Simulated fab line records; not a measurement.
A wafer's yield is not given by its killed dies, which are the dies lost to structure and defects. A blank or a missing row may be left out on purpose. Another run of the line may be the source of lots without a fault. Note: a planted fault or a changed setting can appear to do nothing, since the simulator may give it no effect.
Matching of chambers || flow gf180mcu || GF_V3_CMP_04 on cmp-01 has 4 sister chambers
The step polishes SiO2. 8 wafers are shown with their chamber, then 10 later ones without.

## WAFERS PAIRED WITH THEIR CHAMBERS
{"wafer": "L081.1", "chamber": 0, "motorCurrentA (A)": 12.2, "edgeZonePressureFrac": 1.002}
{"wafer": "L081.3", "chamber": 1, "motorCurrentA (A)": 13.1, "edgeZonePressureFrac": 0.998}
{"wafer": "L088.3", "chamber": 1, "motorCurrentA (A)": 12.8, "edgeZonePressureFrac": 0.994}
{"wafer": "L090.2", "chamber": 0, "motorCurrentA (A)": 13.1, "edgeZonePressureFrac": 0.997}
{"wafer": "L090.4", "chamber": 3, "motorCurrentA (A)": 9.8, "edgeZonePressureFrac": 0.994}
{"wafer": "L090.5", "chamber": 2, "motorCurrentA (A)": 10.0, "edgeZonePressureFrac": 0.998}
{"wafer": "L091.3", "chamber": 2, "motorCurrentA (A)": 10.6, "edgeZonePressureFrac": 0.992}
{"wafer": "L091.4", "chamber": 3, "motorCurrentA (A)": 9.4, "edgeZonePressureFrac": 1.011}

## WAFERS WHOSE CHAMBER IS MISSING
{"wafer": "L091.5", "motorCurrentA (A)": 9.9, "edgeZonePressureFrac": 1.003}
{"wafer": "L092.1", "motorCurrentA (A)": 12.7, "edgeZonePressureFrac": 0.997}
{"wafer": "L092.2", "motorCurrentA (A)": 10.1, "edgeZonePressureFrac": 0.993}
{"wafer": "L092.5", "motorCurrentA (A)": 12.7, "edgeZonePressureFrac": 1.002}
{"wafer": "L096.1", "motorCurrentA (A)": 10.1, "edgeZonePressureFrac": 0.999}
{"wafer": "L096.3", "motorCurrentA (A)": 9.6, "edgeZonePressureFrac": 0.994}
{"wafer": "L096.5", "motorCurrentA (A)": 9.5, "edgeZonePressureFrac": 1.000}
{"wafer": "L097.1", "motorCurrentA (A)": 10.8, "edgeZonePressureFrac": 1.004}
{"wafer": "L097.3", "motorCurrentA (A)": 13.3, "edgeZonePressureFrac": 0.999}
{"wafer": "L097.5", "motorCurrentA (A)": 12.9, "edgeZonePressureFrac": 0.998}

## WHICH CHAMBER EACH WENT THROUGH
{"wafer": "L091.5", "from the rows above": "can't be placed: 3 or 2", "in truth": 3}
{"wafer": "L092.1", "from the rows above": "can't be placed: 0 or 1", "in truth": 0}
{"wafer": "L092.2", "from the rows above": "can't be placed: 2 or 3", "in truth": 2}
{"wafer": "L092.5", "from the rows above": "can't be placed: 0 or 1", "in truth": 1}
{"wafer": "L096.1", "from the rows above": "can't be placed: 2 or 3", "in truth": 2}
{"wafer": "L096.3", "from the rows above": "can't be placed: 3 or 2", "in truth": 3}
{"wafer": "L096.5", "from the rows above": "can't be placed: 3 or 2", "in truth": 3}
{"wafer": "L097.1", "from the rows above": "can't be placed: 2 or 3", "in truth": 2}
{"wafer": "L097.3", "from the rows above": "can't be placed: 1 or 0", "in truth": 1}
{"wafer": "L097.5", "from the rows above": "can't be placed: 1 or 0", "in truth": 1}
Correct placement for 0 of the 10. Unplaceable from these rows: 10, with the true chamber sitting among the candidates in 10. Number placed wrongly: 0.
How it was worked out, from the rows above alone: a wafer's distance from a chamber is the root of the sum, over the readings, of the square of ((its reading less the chamber's mean) divided by the reading's scatter). The wafer belongs to the nearest chamber; if the next one is less than 2 further off, it can't be placed. A chamber's mean is the mean of its shown wafers. The scatter is the square root of a quotient: the sum, over the shown wafers, of each reading's squared deviation from its chamber's mean, divided by wafers minus chambers.
